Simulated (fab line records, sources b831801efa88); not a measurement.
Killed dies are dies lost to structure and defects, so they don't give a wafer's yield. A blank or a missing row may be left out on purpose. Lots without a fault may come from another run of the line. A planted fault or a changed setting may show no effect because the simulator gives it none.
A struck lot beside a sound one | flow sky130 | 29 steps out of a route of 708
Sound: wafers L474.1, L474.2, L474.5. Struck: wafers L467.4, L467.5. (L467.3 of the same lot was not struck and is left out.) The cause comes at the end.
At each step with rows: each side's tool, then ch and its chambers, then its first start. Under that, the readings that differ: sound wafers | struck wafers | difference of the means | sigmas: that difference in standard deviations of wafers without a fault.
alike: readings whose means differ by less than 2 such deviations, and words and numbers that are the same on both sides. not compared: withheld readings, readings that some wafer has no value for, bounds like >300 that may hide the same value, and numbers for which the record gives no deviation and whose values overlap.
The two part at a step that has a row with sigmas, a row that says differs or no value, or rows on one side only. Numbers that don't overlap but have no deviation are shown without sigmas and don't part them. A reading that every wafer of one side lacks parts them only if that side has two wafers or more.

SKY_POLY_GATE_CD_MEAS_13: target cd 150 nm.
  sound on cd_sem-02, day 22 08:38; struck on cd_sem-02, day 19 19:28
  alike: cd_nm
SKY_POLY_GATE_OVL_MEAS_14:
  sound on overlay-02, day 22 08:46; struck on overlay-02, day 19 19:34
  alike: POLY_GATE_OVL
SKY_POLY_GATE_ETCH_15: etches BARC in N2/H2, stops on SiO2, time 118.5 s, target depth 110 nm.
  sound on rie_diel-02 ch 1,2,3, day 22 08:47; struck on rie_diel-02 ch 2, day 19 19:35
  reading               | sound             | struck      | difference | sigmas
  oes_product_au (a.u.) | 0.708 0.713 0.722 | 0.724 0.725 | +0.010     | +2
  alike: drypump_motor_current_A, h2_flow_sccm, n2_flow_sccm, throttle_valve_pct
  not compared: rf_hours_counter_h
SKY_POLY_GATE_ETCH_16: etches Si3N4 in CH3F/O2, stops on poly-Si, time 147.5 s, target depth 75 nm.
  sound on rie_diel-02 ch 1,2,3, day 22 08:52; struck on rie_diel-02 ch 2, day 19 19:40
  alike: drypump_motor_current_A, oes_product_au, throttle_valve_pct
  not compared: rf_hours_counter_h
SKY_POLY_GATE_ETCH_17: etches poly-Si in HBr/Cl2, stops on SiO2, target depth 180 nm, time 70.5 s.
  sound on rie_si-02 ch 0,1,3, day 22 08:58; struck on rie_si-02 ch 0,2, day 19 19:46
  alike: drypump_motor_current_A, oes_product_au, throttle_valve_pct
  not compared: rf_hours_counter_h
SKY_POLY_GATE_STRIP_18: strips in O2/N2.
  sound on plasma_asher-02 ch 0,1, day 22 09:02; struck on plasma_asher-03 ch 0, day 19 19:52
  alike: drypump_motor_current_A, n2_flow_sccm, oes_product_au, strip_time_to_endpoint_s
  not compared: rf_hours_counter_h
then, 2 steps without rows for these wafers: SKY_POLY_GATE_CLEAN_19 (cleans in SC1/SC2, time 150 s); SKY_POLY_GATE_OXIDATION_20 (stabilise 600 s, purge 300 s, target thk 4 nm).
SKY_POLY_GATE_THK_MEAS_21:
  sound on film_metro-04, day 22 10:34; struck on film_metro-04, day 19 21:47
  alike: POLY_GATE_OXIDATION_THK
SKY_POLY_GATE_CD_MEAS_22:
  sound on cd_sem-02, day 22 10:38; struck on cd_sem-02, day 19 21:52
  alike: cd_nm
then, 2 steps without rows for these wafers: SKY_LDD_N_DEHYDRATE_00 (time 60 s); SKY_LDD_N_HMDS_01 (prime time 60 s).
SKY_LDD_N_COAT_02: resist thk 300 nm.
  sound on litho_track-04 ch 0, day 23 01:44; struck on litho_track-03 ch 0, day 20 12:46
  reading                                    | sound             | struck    | difference | sigmas
  model.NOVOLAK_of_LDD_N_COAT_02.thk_nm (nm) | 299.4 299.6 297.9 | 318 318.2 | +19        |
  alike: chill_plate_temp_C, exhaust_pa, spin_speed_rpm
then, 3 steps without rows for these wafers: SKY_LDD_N_SOFTBAKE_03 (time 60 s); SKY_LDD_N_EXPOSE_04 (exposes mask NTM, target cd 840 nm); SKY_LDD_N_PEB_05.
SKY_LDD_N_DEVELOP_06: develop time 60 s.
  sound on litho_track-03 ch 0, day 23 16:52; struck on litho_track-03 ch 0, day 21 03:31
  reading                                    | sound           | struck      | difference | sigmas
  model.NOVOLAK_of_LDD_N_COAT_02.thk_nm (nm) | 299 299.1 297.5 | 317.6 317.8 | +19.2      |
  alike: chill_plate_temp_C, exhaust_pa
SKY_LDD_N_OVL_MEAS_07:
  sound on overlay-01, day 23 17:01; struck on overlay-01, day 21 03:38
  reading        | sound        | struck    | difference | sigmas
  LDD_N_OVL (nm) | -0.7 0.4 0.3 | -3.6 -2.3 | -3.0       | -2
then, 8 steps without rows for these wafers: SKY_LDD_N_IMPLANT_08; SKY_LDD_N_IMPLANT_09; SKY_LDD_N_IMPLANT_10; SKY_LDD_N_IMPLANT_11; SKY_LDD_N_IMPLANT_12; SKY_LDD_N_IMPLANT_13; SKY_LDD_N_IMPLANT_14; SKY_LDD_N_IMPLANT_15.
SKY_LDD_N_STRIP_16: strips in O2/N2.
  sound on plasma_asher-02 ch 0,1, day 23 18:16; struck on plasma_asher-02 ch 0,1, day 21 04:53
  reading                      | sound             | struck      | difference | sigmas
  oes_product_au (a.u.)        | 0.404 0.406 0.407 | 0.416 0.420 | +0.012     | +3
  strip_time_to_endpoint_s (s) | 4.306 4.306 4.288 | 4.529 4.549 | +0.239     | +16
  alike: drypump_motor_current_A, n2_flow_sccm
  not compared: rf_hours_counter_h
SKY_LDD_N_TW_MEAS_17:
  sound on film_metro-04, day 23 18:22; struck on film_metro-01, day 21 04:59
  alike: LDD_N_TW
then, 1 step without rows for these wafers: SKY_PAD_OPEN_PROBE_99.

WHERE THEY PART
First at SKY_POLY_GATE_ETCH_15; last, within this record, at SKY_LDD_N_STRIP_16. Later steps at which nothing parts them and some readings are alike: SKY_LDD_N_TW_MEAS_17.

WHY: what the simulator had put in
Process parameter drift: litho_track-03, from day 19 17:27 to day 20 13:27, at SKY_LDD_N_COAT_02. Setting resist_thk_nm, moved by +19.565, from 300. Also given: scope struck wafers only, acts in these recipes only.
